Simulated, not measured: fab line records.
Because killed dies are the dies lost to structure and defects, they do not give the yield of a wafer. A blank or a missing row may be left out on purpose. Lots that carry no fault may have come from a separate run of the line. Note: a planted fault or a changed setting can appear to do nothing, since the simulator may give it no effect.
Chamber matching    flow gf180mcu    GF_MIM_CVD_05 on pecvd-03: 3 sister chambers
The step deposits Si3N4, target thk 42 nm, time 29.086 s. 6 wafers are shown with their chamber, then 7 later ones without.

WAFERS, EACH WITH ITS CHAMBER
wafer   chamber  heater-power-w (W)
L728.4  0        551
L729.2  2        799
L729.3  0        554
L729.5  1        653
L730.2  2        777
L730.4  1        698

WAFERS MISSING THEIR CHAMBER
wafer   heater-power-w (W)
L730.6  544
L741.1  605
L741.2  735
L741.5  609
L744.3  725
L744.4  590
L744.5  719

CHAMBER TAKEN BY EACH
wafer   from the rows above      in truth
L730.6  0                        0
L741.1  can't be placed: 0 or 1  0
L741.2  can't be placed: 2 or 1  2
L741.5  can't be placed: 0 or 1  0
L744.3  can't be placed: 1 or 2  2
L744.4  0                        0
L744.5  can't be placed: 1 or 2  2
Placed correctly: 2 of 7. Unplaceable from these rows: 5, with the true chamber sitting among the candidates in 5. Placed wrongly: 0.
How it was worked out, from the rows above alone: a wafer's distance from a chamber is the root of the sum, over the readings, of the square of ((its reading less the chamber's mean) divided by the reading's scatter). The wafer belongs to the nearest chamber; if the next one is less than 2 further off, it can't be placed. The mean given for a chamber averages the wafers shown for that chamber. The scatter is the square root of a quotient: the sum, over the shown wafers, of each reading's squared deviation from its chamber's mean, divided by wafers minus chambers.
